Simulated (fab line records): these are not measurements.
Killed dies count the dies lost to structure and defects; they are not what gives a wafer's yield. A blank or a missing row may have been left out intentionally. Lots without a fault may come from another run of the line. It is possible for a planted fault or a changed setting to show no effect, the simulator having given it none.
A struck lot beside a sound one -- flow gf180mcu -- 14 steps out of a route of 602
Sound: wafers L579.3, L579.4, L579.5. Wafers L588.2, L588.3, L588.5 were the ones struck. At the end, the cause is stated.
At each step with rows: each side's tool, then ch and its chambers, then its first start. Under that, the readings that differ: sound wafers -- struck wafers -- difference of the means -- sigmas: that difference in standard deviations of wafers without a fault.
alike: readings with means less than 2 such deviations apart, plus words and numbers identical on both sides. not compared: withheld readings, readings lacking a value on some wafer, bounds such as >300 that could conceal the same value, and numbers that have no deviation in the record and whose values overlap.
Wherever a step has rows on one side only, a row that says differs or no value, or a row with sigmas, the two part there. Numbers that have no deviation but don't overlap get no sigmas and don't part them. A reading missing from all wafers of one side parts the sides only when that side holds two or more wafers.

first, 3 steps without rows for these wafers: GF_LVPWELL_EXPOSE_04 (exposes mask LVPWELL, target cd 600 nm); GF_LVPWELL_PEB_05; GF_LVPWELL_DEVELOP_06 (develop time 60 s).
GF_LVPWELL_OVL_MEAS_07:
  sound: overlay-01 at day 5 23:41; struck: overlay-01 at day 8 14:24
  alike: LVPWELL_OVL
then, 2 steps without rows for these wafers: GF_LVPWELL_IMPLANT_08; GF_LVPWELL_IMPLANT_09.
GF_LVPWELL_STRIP_10: strips in O2/N2.
  sound on plasmaAsher-01 ch 0,1, day 6 00:02; struck on plasmaAsher-01 ch 0,1, day 8 14:44
  alike: drypumpMotorCurrentA, heaterPowerW, oesProductAu, platenTempC, stripTimeToEndpointS
  not compared: rfHoursCounterH
GF_LVPWELL_TW_MEAS_11:
  sound: filmMetro-01 at day 6 00:08; struck: filmMetro-02 at day 8 14:50
  alike: LVPWELL_TW
then, 4 steps without rows for these wafers: GF_MVSD_DEHYDRATE_00 (time 60 s); GF_MVSD_HMDS_01 (prime time 60 s); GF_MVSD_COAT_02 (resist thk 3000 nm); GF_MVSD_SOFTBAKE_03.
GF_MVSD_EXPOSE_04: exposes mask MVSD, target cd 1000 nm.
  sound on ilineStepper-01 ch 0, day 6 06:37; struck on ilineStepper-01, day 8 23:40
  no value came back on the struck wafers for exposureDoseMJCm2, focusOffsetNm (nm); on the sound wafers exposureDoseMJCm2 reads 259.47 259.57 259.68
  alike: mask
following that, these wafers have no rows for 1 step: GF_MVSD_PEB_05.

WHERE THEY PART
At GF_MVSD_EXPOSE_04 and nowhere else, as far as this record goes.

WHY: what had been put in by the simulator
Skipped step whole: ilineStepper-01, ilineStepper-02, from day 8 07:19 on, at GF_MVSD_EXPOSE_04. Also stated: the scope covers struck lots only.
